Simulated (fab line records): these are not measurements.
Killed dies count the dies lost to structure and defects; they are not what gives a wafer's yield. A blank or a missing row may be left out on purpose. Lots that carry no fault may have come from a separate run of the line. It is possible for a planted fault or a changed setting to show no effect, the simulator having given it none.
Comparing a struck lot with a sound one	flow sky130	20 out of 708 route steps
Sound: the wafers L527.1, L527.4, L527.6. Wafers L535.1, L535.2, L535.3 were the ones struck. The cause is named last.
Order at every step that has rows: each side's tool, ch and its chambers, its first start. Under that, the readings that differ: sound wafers	struck wafers	difference of the means	sigmas: that difference in standard deviations of wafers without a fault.
alike: readings with means less than 2 such deviations apart, plus words and numbers identical on both sides. not compared: withheld readings, readings lacking a value on some wafer, bounds such as >300 that could conceal the same value, and numbers that have no deviation in the record and whose values overlap.
A row with sigmas, a row that says differs or no value, or rows on one side alone: a step with any of these is where the two part. Numbers that have no deviation but don't overlap get no sigmas and don't part them. A reading missing from all wafers of one side parts the sides only when that side holds two or more wafers.

first, 3 steps without rows for these wafers: SKY_SD_P_EXPOSE_04 (exposes mask PSDM, target cd 380 nm); SKY_SD_P_PEB_05; SKY_SD_P_DEVELOP_06 (develop time 60 s).
SKY_SD_P_CD_MEAS_07 targets a cd of 380 nm.
  sound on cdSem-01, day 25 17:43; struck on cdSem-01, day 28 18:24
  alike: cdNm
SKY_SD_P_OVL_MEAS_08:
  sound on overlay-01, day 25 17:50; struck on overlay-02, day 28 18:31
  alike: SD_P_OVL
then, 1 step without rows for these wafers: SKY_SD_P_IMPLANT_09.
SKY_SD_P_STRIP_10: strips in O2/N2.
  sound on plasmaAsher-03 ch 0,1, day 25 18:01; struck on plasmaAsher-04 ch 0,1, day 28 18:42
reading	sound	struck	difference	sigmas
drypumpMotorCurrentA (A)	5.98 5.52 6.01	5.67 5.02 5.05	-0.59	-2
stripTimeToEndpointS (s)	17.42 17.47 17.44	17.52 17.52 17.54	+0.08	+2
  alike: o2FlowSccm, oesProductAu
  not compared: rfHoursCounterH
SKY_SD_P_TW_MEAS_11:
  sound on filmMetro-01, day 25 18:07; struck on filmMetro-02, day 28 18:48
  alike: SD_P_TW
then, 4 steps without rows for these wafers: SKY_RES_XHIGH_DEHYDRATE_00 (time 60 s); SKY_RES_XHIGH_HMDS_01 (prime time 60 s); SKY_RES_XHIGH_COAT_02 (resist thk 1140 nm); SKY_RES_XHIGH_SOFTBAKE_03 (time 60 s).
SKY_RES_XHIGH_EXPOSE_04: exposes mask URPM, target cd 1270 nm.
  sound on ilineStepper-01 ch 0, day 26 08:59; struck on ilineStepper-02 ch 0, day 29 09:06
reading	sound	struck	difference	sigmas
mask	URPM#0 URPM#0 URPM#0	LDNTM#0 LDNTM#0 LDNTM#0	differs	
then, 3 steps without rows for these wafers: SKY_RES_XHIGH_PEB_05; SKY_RES_XHIGH_DEVELOP_06 (develop time 60 s); SKY_RES_XHIGH_IMPLANT_07.
SKY_RES_XHIGH_STRIP_08: strips in O2/N2.
  sound on plasmaAsher-03 ch 0, day 26 22:18; struck on plasmaAsher-04 ch 0,1, day 29 23:06
  alike: drypumpMotorCurrentA, o2FlowSccm, oesProductAu, stripTimeToEndpointS
  not compared: rfHoursCounterH
SKY_RES_XHIGH_TW_MEAS_09:
  sound on filmMetro-01, day 26 22:24; struck on filmMetro-03, day 29 23:12
reading	sound	struck	difference	sigmas
RES_XHIGH_TW	1629 1641 1620	30 30 30	-1600	-99 or more
then, 1 step without rows for these wafers: SKY_SD_N_DEHYDRATE_00 (time 60 s).
-- a jump in the record: the struck wafers' starts before and after are 18 days apart (it breaks off in module SD_N and resumes in module PAD_OPEN, where the first step shown is number 708 of the route) --
SKY_PAD_OPEN_PROBE_99:
  sound on prober-02, day 46 00:04; struck on prober-01, day 48 09:01
reading	sound	struck	difference	sigmas
killedAtOther	0 1 1	381 389 415	+394	+99 or more
killedDies	101 99 93	492 492 492	+394	+43
killedOnRim	24 20 27	96 96 96	+72	+18
model.etest.sonosUncharged.rOnOhmUm	814 796.4 820	885.4 893.6 892.6	+80.4	
model.etest.tipSonos.open	0 0 0	1 1 1	+1	
model.etest.resXhighPo.open	0 0 0	1 1 1	+1	
  alike: killed_at_M0_to_M3, killed_at_M4_up, killedAtContacts, killedAtFrontEnd, killedOpen, killedShort

## WHERE THEY PART
Earliest at SKY_SD_P_STRIP_10; latest, in this record, at SKY_PAD_OPEN_PROBE_99.

WHY: what the simulator had put in
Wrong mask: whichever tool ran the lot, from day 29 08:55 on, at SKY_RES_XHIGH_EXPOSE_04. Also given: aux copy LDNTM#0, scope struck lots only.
